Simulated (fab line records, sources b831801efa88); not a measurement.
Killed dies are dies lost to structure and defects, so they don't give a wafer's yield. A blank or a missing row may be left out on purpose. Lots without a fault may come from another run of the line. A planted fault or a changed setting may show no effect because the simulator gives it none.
One fault seen from 2 desks | flow sky130 | each desk has only its own numbers; what lay behind them comes last

THE METROLOGY DESK
What the gauges read, lot by lot, whatever tool the lot ran on: means of the sampled wafers that have a number. A lot is out of limits, marked OUT, if its mean lies more than 4 standard deviations from the usual mean; the brackets give that distance.
Columns: A = VIA4_W_THK at SKY_VIA4_THK_MEAS_20, usual 522 nm; B = METAL5_ALCU_THK at SKY_METAL5_THK_MEAS_06, usual 1166 nm
lot  | first seen here | A   | B
L215 | day 43 04:05    | 522 | 1172
L214 | day 43 04:46    | 512 | 1157
L217 | day 43 17:27    | 529 | 1160
L216 | day 43 18:41    | 525 | 1173
L218 | day 44 00:02    | 525 | 1152
L220 | day 44 22:38    | 513 | 1171
L222 | day 45 04:15    | 500 | 1138
L223 | day 45 10:54    | 524 | 1168
L225 | day 45 18:22    | 526 | 1179
L227 | day 46 14:31    | 523 | 1177
L232 | day 47 10:34    | 523 | 1145
L233 | day 47 17:56    | 527 | 1168
L234 | day 47 19:37    | 508 | 1174
This desk's finding: nothing out of limits on any of the 13 lots.

THE TOOL OWNER'S DESK: furnace-02
The tool's own readings at SKY_NWELL_OXIDATION_01 (stabilise 600 s, purge 300 s, target thk 10 nm): means of the sampled wafers that have a number, for each lot that ran on this tool. A lot is out of limits, marked OUT, if its mean lies more than 4 standard deviations from the usual mean; the brackets give that distance.
Columns: A = spike_tc_lower_C at SKY_NWELL_OXIDATION_01, usual 900.4 C; B = tube_center_temp_C_max at SKY_NWELL_OXIDATION_01, usual 902.3; C = zone_power_upper_pct at SKY_NWELL_OXIDATION_01, usual 19.47 %
lot  | first seen here | A     | B     | C
L214 | day 2 19:01     | 900.6 | 902.2 | 19.31
L215 | day 2 20:25     | 900.3 | 902.2 | 19.23
L220 | day 4 01:21     | 901.3 | 902.1 | 19.27
L222 | day 4 05:35     | 900.9 | 902.2 | 19.40
L223 | day 4 11:20     | 901.4 | 902.1 | 19.40
L232 | day 6 07:50     | 899.9 | 902.2 | 19.43
L233 | day 6 14:30     | 900.1 | 902.6 | 19.53
L234 | day 6 20:09     | 900.5 | 903.0 | 19.35
This desk's finding: nothing out of limits on any of the 8 lots.

PUT TOGETHER
The metrology desk saw nothing out of limits.
The tool owner's desk saw nothing out of limits.

WHAT THE SIMULATOR HAD PUT IN
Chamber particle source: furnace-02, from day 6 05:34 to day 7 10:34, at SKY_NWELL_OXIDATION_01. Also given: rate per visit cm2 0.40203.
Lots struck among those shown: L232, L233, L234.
